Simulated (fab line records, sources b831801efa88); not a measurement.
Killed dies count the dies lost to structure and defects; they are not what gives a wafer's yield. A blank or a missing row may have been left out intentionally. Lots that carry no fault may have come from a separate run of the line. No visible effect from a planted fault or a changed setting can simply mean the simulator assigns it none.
fab line records	flow sky130
[record] lots = 5	wafers = 14	lastDay = 49
route steps=708 shown VIA1@467 PAD_OPEN@708
lots with no fault: from the same line, run without faults
startH: hours from the record's first day to the start of the lot's first wafer shown	waitH: hours elapsed since this lot's preceding step	" as in the row above	L1.1+2: several wafers, shown together as one row	- no value, or no start was given	* or withheld: withheld	< > ~ a bound
route shown NAME@n: NAME is a module with steps in the file, n the number in the route of the first one	usual: mean/standard deviation taken from wafers without a fault	same: alike in all rows	chamber/n: place in a boat	sites: readings site by site	_std_site: the standard deviation of these	_edge_site: inner sites' mean taken away from outer sites' mean	radiusMm: for every site, how far away it sits from the centre of the wafer	mask NAME#n: copy n	behind: the last tool/chamber to shape the wafer	hold: reason for holding the lot/hours on hold/outcome of the hold	device: the transistor (n, p or np) that didn't switch	end of line: tests of these same wafers at the route's end	where a step has no rows: the recipe by itself	killed: count of dies lost to structure and defects at first sort (not the wafer's yield)	map: shows each die of a wafer: x if killed, . if not, _ if none is there
set.NAME: the setting as run; set.NAME@STEP: as run at that earlier step	model.NAME: the simulator's own value behind a step, which no gauge read
certain route steps with their lots: each step a table, each wafer a row
services: from which hour (startH, from the record's first day; less than 0 if before it) a tool's chamber was out of use, for how many hours, and why
[[steps]]
[step SKY_VIA1_EXPOSE_09]
[recipe] maskId = VIM	na = 0.8	sourceShape = annular	sigmaInner = 0.55	sigmaOuter = 0.85	targetCdNm = 150	doseMj = 38
[step SKY_VIA1_PEB_10]
[recipe] pebTempC = withheld	pebTimeS = withheld	resist = KrF-thick
[step SKY_VIA1_DEVELOP_11]
[recipe] developTimeS = 60	resist = KrF-thick	devTempC = 21
[step SKY_VIA1_CD_MEAS_12]
[recipe] targetCdNm = 150
[usual] cdNm = 150.5/1.8
lot.wafer	tool	chamber	startH	waitH	cdNm
L228.1	cdSem-01	-	789.18	-	154.3
L228.2	"	-	"	"	153.8
L228.3	"	-	"	"	153.1
L229.2	cdSem-01	-	805.02	-	149.1
L229.3	"	-	"	"	147.3
L229.6	"	-	"	"	147.3
L231.2	cdSem-02	-	815.84	-	148.6
L231.4	"	-	"	"	148.8
L231.6	"	-	"	"	150.4
L239.1	cdSem-02	-	877.63	-	151.1
L239.5	"	-	"	"	152.6
L239.6	"	-	"	"	151.2
L246.2	cdSem-02	-	926.47	-	150.3
L246.4	"	-	"	"	150.2
[step SKY_VIA1_OVL_MEAS_13]
[usual] VIA1_OVL = -1/5
lot.wafer	tool	chamber	startH	waitH	VIA1_OVL[nm]
L228.1	overlay-02	-	789.30	0.1	0
L228.2	"	-	"	"	-6
L228.3	"	-	"	"	7
L229.2	overlay-01	-	805.12	0.1	2
L229.3	"	-	"	"	-7
L229.6	"	-	"	"	-4
L231.2	overlay-01	-	815.94	0.1	-9
L231.4	"	-	"	"	-4
L231.6	"	-	"	"	-1
L239.1	overlay-02	-	877.75	0.1	2
L239.5	"	-	"	"	-1
L239.6	"	-	"	"	-3
L246.2	overlay-02	-	926.57	0.1	-11
L246.4	"	-	"	"	-1
[step SKY_VIA1_ETCH_14]
[recipe] chemistry = N2/H2	target = BARC	ionEnergyEv = 200	sourceW = 500	biasW = 100	pressureMtorr = 30	n2FlowSccm = 100	h2FlowSccm = 200	stopOn = SiO2	timeS = 45.9	targetDepthA = 600
[usual] drypumpMotorCurrentA = 6.1/0.46	oesProductAu = 0.855/0.0048	throttleValvePct = 13.225/0.009
lot.wafer	tool	chamber	startH	waitH	drypumpMotorCurrentA	oesProductAu	rfHoursCounterH	throttleValvePct
L228.1	rieDiel-02	0	789.34	0.0	6.0	0.858	1	13.242
L228.2	"	2	"	"	5.9	0.856	18	13.231
L228.3	"	3	"	"	6.1	0.849	3	13.219
L229.2	rieDiel-04	2	805.15	0.0	5.5	0.854	37	13.225
L229.3	"	0	"	"	6.4	0.845	3	13.248
L229.6	"	1	"	"	6.7	0.851	-	13.230
L231.2	rieDiel-01	2	815.97	0.0	6.2	0.857	6	13.236
L231.4	"	0	"	"	6.2	0.855	23	13.210
L231.6	"	0	"	"	6.2	0.849	-	13.218
L239.1	rieDiel-02	0	877.79	0.0	6.0	0.858	4	13.230
L239.5	"	3	"	"	6.1	0.857	-	13.222
L239.6	"	0	"	"	6.0	0.851	-	13.216
L246.2	rieDiel-02	0	926.60	0.0	6.0	0.855	6	13.231
L246.4	"	3	"	"	6.2	0.857	7	13.223
[step SKY_VIA1_ETCH_15]
[recipe] target = SiO2	chemistry = C4F8/O2/Ar	targetDepthNm = 351	stopOn = TiN	maskMaterial = KrF-thick	sourceW = 1500	biasW = 1200	pressureMtorr = 40	c4f8FlowSccm = withheld	O2_flow_sccm = 6	Ar_flow_sccm = 300	timeS = 54
[usual] oesProductAu = 0.981/0.0052
lot.wafer	tool	chamber	startH	waitH	oesProductAu	rfHoursCounterH
L228.1	rieDiel-02	0	789.38	0.0	0.985	1
L228.2	"	2	"	"	0.972	18
L228.3	"	3	"	"	0.985	3
L229.2	rieDiel-04	2	805.19	0.0	0.976	37
L229.3	"	0	"	"	0.972	3
L229.6	"	1	"	"	0.988	-
L231.2	rieDiel-01	2	816.01	0.0	0.973	6
L231.4	"	0	"	"	0.978	23
L231.6	"	0	"	"	0.977	-
L239.1	rieDiel-02	0	877.83	0.0	0.986	4
L239.5	"	3	"	"	0.982	-
L239.6	"	0	"	"	0.985	-
L246.2	rieDiel-02	0	926.65	0.0	0.991	6
L246.4	"	3	"	"	0.979	7
[step SKY_VIA1_STRIP_16]
[recipe] chemistry = O2/N2	powerW = 1400	pressureMtorr = 1500	platenTempC = withheld	o2FlowSccm = 3000	n2FlowSccm = 300	overashFraction = 0.5
[usual] drypumpMotorCurrentA = 5.8/0.65	oesProductAu = 0.415/0.0047	stripTimeToEndpointS = 4.457/0.024
lot.wafer	tool	chamber	startH	waitH	drypumpMotorCurrentA	oesProductAu	rfHoursCounterH	stripTimeToEndpointS
L228.1	plasmaAsher-01	1	789.42	0.0	6.0	0.410	37	4.441
L228.2	"	0	"	"	6.6	0.412	37	4.408
L228.3	"	0	"	"	6.6	0.420	-	4.430
L229.2	plasmaAsher-01	1	805.24	0.0	6.0	0.416	38	4.495
L229.3	"	0	"	"	6.6	0.423	-	4.486
L229.6	"	0	"	"	6.6	0.412	-	4.511
L231.2	plasmaAsher-04	0	816.06	0.0	5.0	0.422	99	4.477
L231.4	"	0	"	"	5.0	0.411	-	4.448
L231.6	"	1	"	"	5.3	0.415	-	4.491
L239.1	plasmaAsher-04	1	877.87	0.0	5.3	0.413	105	4.472
L239.5	"	1	"	"	5.3	0.408	-	4.438
L239.6	"	0	"	"	5.0	0.421	-	4.463
L246.2	plasmaAsher-03	1	926.69	0.0	5.9	0.418	76	4.460
L246.4	"	1	"	"	5.9	0.419	-	4.438
[step SKY_VIA1_STRIP_17]
[recipe] chemistry = postEtchResidueRemover	timeS = 1200	tempC = 72.5
[step SKY_VIA1_CLEAN_18]
[recipe] chemistry = IPA	timeS = 180	tempC = 25
[step SKY_VIA1_CLEAN_19]
[recipe] chemistry = O3/DIW	dry = n2Spin
[step SKY_VIA1_SPUTTER_20]
[recipe] material = TiN	targetThkNm = 20	chamberPressurePa = 5	powerW = 4000	timeS = 80
[usual] cathodeDcPowerW = 4000.0/0.76	throttleValvePct = 29.8/0.9
lot.wafer	tool	chamber	startH	waitH	cathodeDcPowerW	throttleValvePct
L228.1	pvdSputter-04	-	790.05	0.0	3998.8	29.5
L228.2	"	-	"	"	3999.4	28.4
L228.3	"	-	"	"	3999.9	29.4
L229.2	pvdSputter-01	-	805.83	0.0	4001.8	29.2
L229.3	"	-	"	"	3999.7	31.1
L229.6	"	-	"	"	4000.3	30.0
L231.2	pvdSputter-04	-	816.66	0.0	3999.7	29.5
L231.4	"	-	"	"	4000.9	30.4
L231.6	"	-	"	"	3999.9	29.1
L239.1	pvdSputter-04	-	878.47	0.0	4000.8	28.7
L239.5	"	-	"	"	3999.3	28.8
L239.6	"	-	"	"	3999.3	29.1
L246.2	pvdSputter-02	-	927.36	0.0	3999.6	29.2
L246.4	"	-	"	"	3999.9	30.9
[step SKY_VIA1_CVD_21]
[recipe] material = W	targetThkNm = 270	timeS = 80.902	tempC = 400	pressureTorr = 40
[usual] heaterPowerW = 908/94
lot.wafer	tool	chamber	startH	waitH	heaterPowerW	model.W_of_VIA1_CVD_21.thkNm
L228.1	cvdW-02	1	790.11	0.0	768	268.9
L228.2	"	0	"	"	833	267.2
L228.3	"	1	"	"	751	266.3
L229.2	cvdW-01	1	805.89	0.0	988	268.3
L229.3	"	1	"	"	1017	267.8
L229.6	"	0	"	"	928	271.7
L231.2	cvdW-02	0	816.72	0.0	833	265.7
L231.4	"	0	"	"	840	267.6
L231.6	"	1	"	"	750	267.7
L239.1	cvdW-01	0	878.53	0.0	920	268.5
L239.5	"	0	"	"	904	266.9
L239.6	"	1	"	"	979	262.9
L246.2	cvdW-01	0	927.42	0.0	936	271.1
L246.4	"	1	"	"	977	257.9
[step SKY_VIA1_RS_MEAS_22]
[recipe] thkMeasGauge = four-point-probe	reads = W_of_VIA1_CVD_21+TiN_of_VIA1_SPUTTER_20
[usual] VIA1_W_RS = 0.430/0.0046
lot.wafer	tool	chamber	startH	waitH	VIA1_W_RS[ohm/sq]
L228.1	filmMetro-04	-	790.20	0.1	0.428
L228.2	"	-	"	"	0.431
L228.3	"	-	"	"	0.433
L229.2	filmMetro-04	-	806.01	0.1	0.431
L229.3	"	-	"	"	0.431
L229.6	"	-	"	"	0.425
L231.2	filmMetro-01	-	816.83	0.1	0.433
L231.4	"	-	"	"	0.430
L231.6	"	-	"	"	0.430
L239.1	filmMetro-04	-	878.62	0.1	0.430
L239.5	"	-	"	"	0.433
L239.6	"	-	"	"	0.439
L246.2	filmMetro-03	-	927.53	0.1	0.425
L246.4	"	-	"	"	0.447
[step SKY_VIA1_THK_MEAS_23]
[recipe] thkMeasGauge = xrf	reads = W_of_VIA1_CVD_21
[usual] VIA1_W_THK = 266/3.4
lot.wafer	tool	chamber	startH	waitH	VIA1_W_THK[nm]
L228.1	filmMetro-04	-	790.32	0.1	273
L228.2	"	-	"	"	269
L228.3	"	-	"	"	269
L229.2	filmMetro-04	-	806.12	0.1	267
L229.3	"	-	"	"	266
L229.6	"	-	"	"	269
L231.2	filmMetro-01	-	816.94	0.1	261
L231.4	"	-	"	"	264
L231.6	"	-	"	"	264
L239.1	filmMetro-04	-	878.74	0.1	268
L239.5	"	-	"	"	268
L239.6	"	-	"	"	263
L246.2	filmMetro-03	-	927.64	0.1	267
L246.4	"	-	"	"	255
[step SKY_PAD_OPEN_PROBE_99]
[usual] defectLimitedYield = 82.8/2	killed_at_M0_to_M3 = 42/7.3	killed_at_M4_up = 3.2/1.8	killedAtContacts = 25/5.2	killedAtFrontEnd = 15/4.6	killedAtOther = 0.3/0.62	killedDies = 85/9.9	killedOpen = 46/7.1	killedShort = 38/5.7	sort_bin_3_pad_short = 0.9/0.42	sort_bin_5_function = 10.0/1.5	sort_bin_6_memory = 6.3/1.2	sortNPass = 407/9.9	sortYieldPct = 82.8/2
[same] grossDies = 492	killedAtBackSide = 0	sort_bin_4_leakage[%] = 0	sort_bin_8_speed[%] = 0
lot.wafer	tool	chamber	startH	waitH	defectLimitedYield[%]	killed_at_M0_to_M3	killed_at_M4_up	killedAtContacts	killedAtFrontEnd	killedAtOther	killedDies	killedOpen	killedShort	sort_bin_3_pad_short[%]	sort_bin_5_function[%]	sort_bin_6_memory[%]	sortNPass	sortYieldPct[%]
L228.1	prober-01	-	1073.72	0.1	81.5	44	4	24	18	1	91	56	35	1.0	10.8	6.7	401	81.5
L228.2	prober-01	-	1073.77	0.1	84.1	39	2	21	15	1	78	45	33	0.6	9.1	6.1	414	84.1
L228.3	prober-01	-	1073.82	0.2	83.5	41	1	22	17	0	81	41	40	0.8	10.4	5.3	411	83.5
L229.2	prober-02	-	1086.17	0.1	81.9	41	2	26	20	0	89	46	43	0.6	11.8	5.7	403	81.9
L229.3	prober-02	-	1086.22	0.2	82.9	34	2	33	15	0	84	46	38	1.6	8.9	6.5	408	82.9
L229.6	prober-02	-	1086.37	0.2	83.5	38	2	25	16	0	81	48	33	0.4	10.0	6.1	411	83.5
L231.2	prober-01	-	1095.09	0.1	87.2	28	2	22	11	0	63	32	30	0.4	7.5	4.9	429	87.2
L231.4	prober-01	-	1095.19	0.2	80.3	50	3	29	15	0	97	47	47	0.4	9.8	9.6	395	80.3
L231.6	prober-01	-	1095.29	0.2	82.7	35	4	21	25	0	85	41	44	0.6	10.2	6.5	407	82.7
L239.1	prober-01	-	1140.48	0.1	83.5	33	6	28	14	0	81	49	32	0.4	8.1	7.9	411	83.5
L239.5	prober-01	-	1140.68	0.2	80.7	41	0	33	20	1	95	52	43	0.4	14.0	4.9	397	80.7
L239.6	prober-01	-	1140.73	0.2	81.3	43	2	32	15	0	92	49	43	0.4	10.4	7.9	400	81.3
L246.2	prober-02	-	1177.12	0.1	83.3	37	3	27	15	0	82	47	35	0.6	8.3	7.7	410	83.3
L246.4	prober-02	-	1177.22	0.2	85.4	44	1	17	10	0	72	40	32	0.8	7.9	5.9	420	85.4
// killed by level:class
L228.1 VIA2:geometricParticle:open=10 VIA1:geometricParticle:open=9 LI_CONTACT:geometricParticle:open=8 CONTACT:geometricParticle:open=8 CONTACT:geometricParticle:short=6 FIELD_ISO:geometricParticle:open=5 METAL1:geometricParticle:short=5 POLY_GATE:geometricParticle:open=4
L228.2 VIA1:geometricParticle:open=11 LI_CONTACT:geometricParticle:open=10 POLY_GATE:geometricParticle:open=6 VIA3:geometricParticle:open=6 METAL1:geometricParticle:short=6 LOCAL_INTERCONNECT:geometricParticle:short=5 FIELD_ISO:geometricParticle:short=4 VIA3:geometricParticle:short=4
L228.3 VIA1:geometricParticle:open=10 CONTACT:geometricParticle:open=9 METAL1:geometricParticle:short=7 VIA3:geometricParticle:open=6 LI_CONTACT:geometricParticle:open=5 METAL2:geometricParticle:short=5 FIELD_ISO:geometricParticle:short=4 LOCAL_INTERCONNECT:geometricParticle:short=4
L229.2 VIA1:geometricParticle:open=11 CONTACT:geometricParticle:open=9 CONTACT:geometricParticle:short=7 FIELD_ISO:geometricParticle:short=6 POLY_GATE:geometricParticle:short=5 VIA3:geometricParticle:open=5 METAL2:geometricParticle:short=5 METAL3:geometricParticle:short=5
L229.3 LI_CONTACT:geometricParticle:open=12 CONTACT:geometricParticle:open=11 VIA1:geometricParticle:open=9 CONTACT:geometricParticle:short=7 METAL1:geometricParticle:short=7 FIELD_ISO:geometricParticle:short=4 POLY_GATE:geometricParticle:short=4 POLY_GATE:geometricParticle:open=4
L229.6 VIA1:geometricParticle:open=10 CONTACT:geometricParticle:short=9 CONTACT:geometricParticle:open=8 VIA3:geometricParticle:open=8 METAL1:geometricParticle:short=6 LI_CONTACT:geometricParticle:open=4 LOCAL_INTERCONNECT:geometricParticle:short=4 FIELD_ISO:geometricParticle:open=3
L231.2 CONTACT:geometricParticle:open=8 LI_CONTACT:geometricParticle:open=5 LOCAL_INTERCONNECT:geometricParticle:short=5 VIA1:geometricParticle:short=4 METAL1:geometricParticle:short=4 VIA1:geometricParticle:open=4 VIA3:geometricParticle:open=4 FIELD_ISO:geometricParticle:short=3
L231.4 VIA1:geometricParticle:open=12 CONTACT:geometricParticle:open=9 METAL2:geometricParticle:short=9 VIA2:geometricParticle:open=9 LI_CONTACT:geometricParticle:open=7 CONTACT:geometricParticle:short=7 VIA2:geometricParticle:short=6 FIELD_ISO:geometricParticle:short=4
L231.6 FIELD_ISO:geometricParticle:short=7 LI_CONTACT:geometricParticle:open=7 VIA2:geometricParticle:open=7 METAL2:geometricParticle:short=6 POLY_GATE:geometricParticle:short=5 CONTACT:geometricParticle:short=5 VIA1:geometricParticle:open=5 FIELD_ISO:geometricParticle:open=4
L239.1 CONTACT:geometricParticle:open=11 FIELD_ISO:geometricParticle:open=6 VIA1:geometricParticle:open=6 LI_CONTACT:geometricParticle:short=6 VIA2:geometricParticle:open=6 LI_CONTACT:geometricParticle:open=5 METAL2:geometricParticle:short=5 POLY_GATE:geometricParticle:short=3
L239.5 CONTACT:geometricParticle:open=12 LI_CONTACT:geometricParticle:open=8 VIA1:geometricParticle:open=7 VIA2:geometricParticle:open=7 METAL1:geometricParticle:short=6 VIA1:geometricParticle:short=6 FIELD_ISO:geometricParticle:open=5 LOCAL_INTERCONNECT:geometricParticle:short=5
L239.6 LI_CONTACT:geometricParticle:open=10 VIA1:geometricParticle:open=10 LOCAL_INTERCONNECT:geometricParticle:short=7 CONTACT:geometricParticle:open=7 VIA2:geometricParticle:open=6 VIA3:geometricParticle:open=6 VIA1:geometricParticle:short=5 METAL2:geometricParticle:short=5
L246.2 VIA1:geometricParticle:open=14 LI_CONTACT:geometricParticle:open=10 CONTACT:geometricParticle:open=9 POLY_GATE:geometricParticle:short=5 VIA1:geometricParticle:short=4 METAL2:geometricParticle:short=4 VIA3:geometricParticle:open=4 FIELD_ISO:geometricParticle:short=3
L246.4 METAL1:geometricParticle:short=12 CONTACT:geometricParticle:open=9 VIA1:geometricParticle:open=9 VIA3:geometricParticle:open=7 SPACER:geometricParticle:open=4 VIA3:geometricParticle:short=4 CONTACT:geometricParticle:short=3 METAL2:geometricParticle:short=3
[[services]]
tool	chamber	startH	hours	kind
rieDiel-04	-	772.19	1.5	repair
rieDiel-02	1	779.88	11.5	repair
cvdW-01	-	784.96	0.7	repair
rieDiel-01	-	789.52	0.8	repair
rieDiel-01	-	791.56	14.6	pm
cvdW-01	-	801.45	3.0	repair
rieDiel-04	3	803.63	8.8	repair
pvdSputter-02	-	809.17	0.7	repair
rieDiel-04	2	812.45	-	clean
rieDiel-04	2	812.45	16.5	scheduledDown
rieDiel-02	1	813.81	6.2	repair
rieDiel-02	1	838.07	10.5	repair
rieDiel-01	0	838.88	2.8	repair
rieDiel-04	3	854.77	7.2	repair
cvdW-02	1	878.18	4.8	repair
pvdSputter-02	-	880.44	0.7	repair
plasmaAsher-01	-	882.03	5.1	repair
rieDiel-01	3	898.44	33.1	repair
cvdW-02	-	904.12	14.0	pm
rieDiel-04	-	905.35	0.6	repair
cvdW-01	-	905.72	0.9	repair
cvdW-01	0	908.10	5.6	repair
pvdSputter-01	-	910.63	2.9	repair
pvdSputter-01	-	912.49	22.8	repair
[[key]]
[firstSign] step = SKY_VIA1_RS_MEAS_22	reading = VIA1_W_RS	direction = up	sigmas = 3.9	usual = 0.430	struck = 0.447
effect none on later readings
[modelEffect] step = SKY_VIA1_CVD_21	value = W_of_VIA1_CVD_21.thkNm	without = 264.8	struck = 257.9
metAt SKY_VIA1_CVD_21
struckWafers L246.4
onsetBetween 878.53 927.42
[fault] kind = processParameterDrift	tool = cvdW-01	chamber = -	onsetH = 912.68	steps = SKY_VIA1_CVD_21	channel = targetThkNm	offset = -6.9531	shape = step	endH = 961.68	scope = struckWafersOnly	actsIn = theseRecipesOnly	stated = 270
